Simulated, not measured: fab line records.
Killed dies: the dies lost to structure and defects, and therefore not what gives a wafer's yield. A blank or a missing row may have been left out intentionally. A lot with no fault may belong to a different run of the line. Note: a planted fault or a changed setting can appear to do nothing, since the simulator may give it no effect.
Which of the tools did it? || flow gf180mcu || 36 wafers from 12 lots sampled at 6 of the route's 602 steps

## WHAT THE GAUGES SHOWED, per wafer
GF_TOP_METAL_CD_MEAS_14 targets a cd of 440 nm.
{"lot": "L075", "measured": "day 28 20:46", "on": "cd_sem-01", "cd_nm (nm)": "438.8 435.8 438.2"}
{"lot": "L077", "measured": "day 29 18:24", "on": "cd_sem-02", "cd_nm (nm)": "439.4 440.6 438.7"}
{"lot": "L079", "measured": "day 30 12:18", "on": "cd_sem-01", "cd_nm (nm)": "439.8 440.2 440.8"}
{"lot": "L081", "measured": "day 31 01:00", "on": "cd_sem-01", "cd_nm (nm)": "437.2 438.8 439.4"}
{"lot": "L083", "measured": "day 31 05:01", "on": "cd_sem-01", "cd_nm (nm)": "439.9 438.0 440.6"}
{"lot": "L085", "measured": "day 32 04:42", "on": "cd_sem-02", "cd_nm (nm)": "437.6 439.4 439.0"}
{"lot": "L087", "measured": "day 32 10:28", "on": "cd_sem-02", "cd_nm (nm)": "439.1 440.3 439.0"}
{"lot": "L089", "measured": "day 33 01:08", "on": "cd_sem-02", "cd_nm (nm)": "440.8 439.6 439.5"}
{"lot": "L091", "measured": "day 33 15:09", "on": "cd_sem-01", "cd_nm (nm)": "439.5 437.3 436.5"}
{"lot": "L093", "measured": "day 33 22:00", "on": "cd_sem-02", "cd_nm (nm)": "436.3 435.0 437.0"}
{"lot": "L095", "measured": "day 34 12:11", "on": "cd_sem-01", "cd_nm (nm)": "440.9 439.2 437.0"}
{"lot": "L097", "measured": "day 35 00:34", "on": "cd_sem-01", "cd_nm (nm)": "439.2 441.8 442.1"}

## WHAT TOOL EACH LOT RAN ON (gives the tool, then ch and the chambers of the sampled wafers, and finally the start)
{"lot": "L075", "GF_V2_CMP_26": "cmp-02 ch 1,3, day 21 00:45", "GF_M4_SPUTTER_04": "pvd_sputter-02, day 23 04:12", "GF_V4_SOFTBAKE_10": "litho_track-03 ch 0, day 25 06:01 or earlier", "GF_MIM_SPUTTER_00": "pvd_sputter-04, day 25 06:01", "GF_M5_METAL_ETCH_10": "rie_metal-04 ch 0,1, day 27 01:16"}
{"lot": "L077", "GF_V2_CMP_26": "cmp-02 ch 0,1,2, day 22 01:44", "GF_M4_SPUTTER_04": "pvd_sputter-03, day 24 04:35", "GF_V4_SOFTBAKE_10": "litho_track-02 ch 0, day 26 03:54 or earlier", "GF_MIM_SPUTTER_00": "pvd_sputter-02, day 26 03:54", "GF_M5_METAL_ETCH_10": "rie_metal-03 ch 0,1, day 27 23:05"}
{"lot": "L079", "GF_V2_CMP_26": "cmp-01 ch 0,1,2, day 23 00:55", "GF_M4_SPUTTER_04": "pvd_sputter-03, day 25 05:18", "GF_V4_SOFTBAKE_10": "litho_track-01 ch 0, day 27 02:19 or earlier", "GF_MIM_SPUTTER_00": "pvd_sputter-01, day 27 02:19", "GF_M5_METAL_ETCH_10": "rie_metal-02 ch 0,1, day 28 19:53"}
{"lot": "L081", "GF_V2_CMP_26": "cmp-02 ch 0,1,2, day 23 20:42", "GF_M4_SPUTTER_04": "pvd_sputter-02, day 25 19:50", "GF_V4_SOFTBAKE_10": "litho_track-03 ch 0, day 27 16:02 or earlier", "GF_MIM_SPUTTER_00": "pvd_sputter-04, day 27 16:02", "GF_M5_METAL_ETCH_10": "rie_metal-03 ch 0,1, day 29 08:07"}
{"lot": "L083", "GF_V2_CMP_26": "cmp-02 ch 1,2,3, day 24 02:37", "GF_M4_SPUTTER_04": "pvd_sputter-03, day 26 01:04", "GF_V4_SOFTBAKE_10": "litho_track-02 ch 0, day 27 21:31 or earlier", "GF_MIM_SPUTTER_00": "pvd_sputter-02, day 27 21:31", "GF_M5_METAL_ETCH_10": "rie_metal-03 ch 0,1, day 29 13:40"}
{"lot": "L085", "GF_V2_CMP_26": "cmp-02 ch 0,2,3, day 25 04:13", "GF_M4_SPUTTER_04": "pvd_sputter-04, day 27 01:51", "GF_V4_SOFTBAKE_10": "litho_track-03 ch 0, day 28 21:31 or earlier", "GF_MIM_SPUTTER_00": "pvd_sputter-04, day 28 21:31", "GF_M5_METAL_ETCH_10": "rie_metal-03 ch 0,1, day 30 12:55"}
{"lot": "L087", "GF_V2_CMP_26": "cmp-02 ch 1,2, day 25 12:28", "GF_M4_SPUTTER_04": "pvd_sputter-04, day 27 10:20", "GF_V4_SOFTBAKE_10": "litho_track-03 ch 0, day 29 04:56 or earlier", "GF_MIM_SPUTTER_00": "pvd_sputter-04, day 29 04:56", "GF_M5_METAL_ETCH_10": "rie_metal-02 ch 0,1, day 30 20:10"}
{"lot": "L089", "GF_V2_CMP_26": "cmp-02 ch 0,1,2, day 26 06:02", "GF_M4_SPUTTER_04": "pvd_sputter-04, day 28 03:34", "GF_V4_SOFTBAKE_10": "litho_track-03 ch 0, day 29 22:02 or earlier", "GF_MIM_SPUTTER_00": "pvd_sputter-01, day 29 22:02", "GF_M5_METAL_ETCH_10": "rie_metal-03 ch 0,1, day 31 11:44"}
{"lot": "L091", "GF_V2_CMP_26": "cmp-01 ch 0,1,3, day 27 00:25", "GF_M4_SPUTTER_04": "pvd_sputter-03, day 28 21:24", "GF_V4_SOFTBAKE_10": "litho_track-01 ch 0, day 30 14:59 or earlier", "GF_MIM_SPUTTER_00": "pvd_sputter-01, day 30 14:59", "GF_M5_METAL_ETCH_10": "rie_metal-03 ch 0, day 32 04:25"}
{"lot": "L093", "GF_V2_CMP_26": "cmp-02 ch 0,3, day 27 08:22", "GF_M4_SPUTTER_04": "pvd_sputter-04, day 29 04:31", "GF_V4_SOFTBAKE_10": "litho_track-01 ch 0, day 30 21:52 or earlier", "GF_MIM_SPUTTER_00": "pvd_sputter-01, day 30 21:52", "GF_M5_METAL_ETCH_10": "rie_metal-04 ch 0,1, day 32 10:44"}
{"lot": "L095", "GF_V2_CMP_26": "cmp-02 ch 0,2,3, day 28 01:35", "GF_M4_SPUTTER_04": "pvd_sputter-04, day 29 20:11", "GF_V4_SOFTBAKE_10": "litho_track-01 ch 0, day 31 12:47 or earlier", "GF_MIM_SPUTTER_00": "pvd_sputter-04, day 31 12:47", "GF_M5_METAL_ETCH_10": "rie_metal-02 ch 1, day 33 00:24"}
{"lot": "L097", "GF_V2_CMP_26": "cmp-01 ch 1,2,3, day 28 21:43", "GF_M4_SPUTTER_04": "pvd_sputter-03, day 30 15:46", "GF_V4_SOFTBAKE_10": "litho_track-01 ch 0, day 32 06:34 or earlier", "GF_MIM_SPUTTER_00": "pvd_sputter-01, day 32 06:34", "GF_M5_METAL_ETCH_10": "rie_metal-04 ch 0,1, day 33 15:29"}
- GF_V2_CMP_26: polishes, stops on SiO2, t overpolish 15 s, target thk 0 nm.
- GF_M4_SPUTTER_04: material TiN, target thk 50 nm, time 41.7 s.
- GF_V4_SOFTBAKE_10: time 61.28 s.
- GF_MIM_SPUTTER_00: material Ti, target thk 37.5 nm, time 150 s.
- GF_M5_METAL_ETCH_10: etches the open film in Cl2/BCl3, stops on SiO2, target depth 627.5 nm, time 104.6 s.

## THE ANSWER, worked out from the rows above alone
Rule: what is usual is taken from the lots themselves. Put in order of their means at a reading, lots are off if they are a third of the lots or fewer, leave a main group of 4 or more, and stand apart from it by a gap of 3 or more times the standard deviation of the main group's means; of several such gaps the widest counts. Not used: any main group whose means are identical at the precision the tables above print for the reading. A lot without any number at a reading at which 4 lots or more have one is off too. The other lots that the step has rows for count as sound.
Across all readings shown, no lot is off: no conclusion can be drawn from this.

## WHAT THE SIMULATOR PUT IN
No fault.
